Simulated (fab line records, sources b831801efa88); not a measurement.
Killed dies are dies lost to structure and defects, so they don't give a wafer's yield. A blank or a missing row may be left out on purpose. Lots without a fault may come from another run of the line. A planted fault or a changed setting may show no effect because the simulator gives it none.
Which tool did it? | flow gf180mcu | 7 lots, 21 wafers sampled, at 3 steps of a route of 602

WHAT THE GAUGES READ, wafer by wafer
GF_HV_LDD_TW_MEAS_50.
lot  | measured     | on            | HV_LDD_4_TW
L781 | day 12 21:34 | film_metro-04 | 573 574 570
L783 | day 13 18:34 | film_metro-03 | 573 578 575
L785 | day 14 15:25 | film_metro-03 | 573 573 577
L787 | day 15 01:13 | film_metro-03 | 574 576 570
L789 | day 15 19:39 | film_metro-03 | 712 714 716
L799 | day 19 02:05 | film_metro-04 | 712 713 708
L801 | day 19 14:43 | film_metro-01 | 563 565 562

WHICH TOOL RAN EACH LOT (tool, then ch and the chambers of the sampled wafers, then the start)
lot  | GF_HV_LDD_IMPLANT_48            | GF_HV_LDD_STRIP_49
L781 | implanter-03 ch 0, day 12 21:19 | plasma_asher-03 ch 0,1, day 12 21:28
L783 | implanter-02 ch 0, day 13 18:19 | plasma_asher-02 ch 0,1, day 13 18:28
L785 | implanter-03 ch 0, day 14 15:10 | plasma_asher-01 ch 0,1, day 14 15:19
L787 | implanter-02 ch 0, day 15 00:58 | plasma_asher-03 ch 0,1, day 15 01:07
L789 | implanter-03 ch 0, day 15 18:56 | plasma_asher-01 ch 0,1, day 15 19:32
L799 | implanter-03 ch 0, day 19 01:22 | plasma_asher-03 ch 0,1, day 19 01:56
L801 | implanter-03 ch 0, day 19 14:29 | plasma_asher-03 ch 0,1, day 19 14:37
- GF_HV_LDD_IMPLANT_48
- GF_HV_LDD_STRIP_49: strips in O2/N2.

THE ANSWER, worked out from the rows above alone
Rule: what is usual is taken from the lots themselves. Put in order of their means at a reading, lots are off if they are a third of the lots or fewer, leave a main group of 4 or more, and stand apart from it by a gap of 3 or more times the standard deviation of the main group's means; of several such gaps the widest counts. A main group whose means are all the same, to the digits that the tables above print for the reading, isn't used. A lot without any number at a reading at which 4 lots or more have one is off too. The other lots that the step has rows for count as sound.
Off: L789, L799, at GF_HV_LDD_TW_MEAS_50 (HV_LDD_4_TW). The main group: mean 572, standard deviation 4.3.
A tool fits if, at a process step before that reading, it ran every lot that is off, and no sound lot after the first of them. The gauges at GF_HV_LDD_TW_MEAS_50 are tried like those tools. None of those tried fits.

WHAT THE SIMULATOR HAD PUT IN
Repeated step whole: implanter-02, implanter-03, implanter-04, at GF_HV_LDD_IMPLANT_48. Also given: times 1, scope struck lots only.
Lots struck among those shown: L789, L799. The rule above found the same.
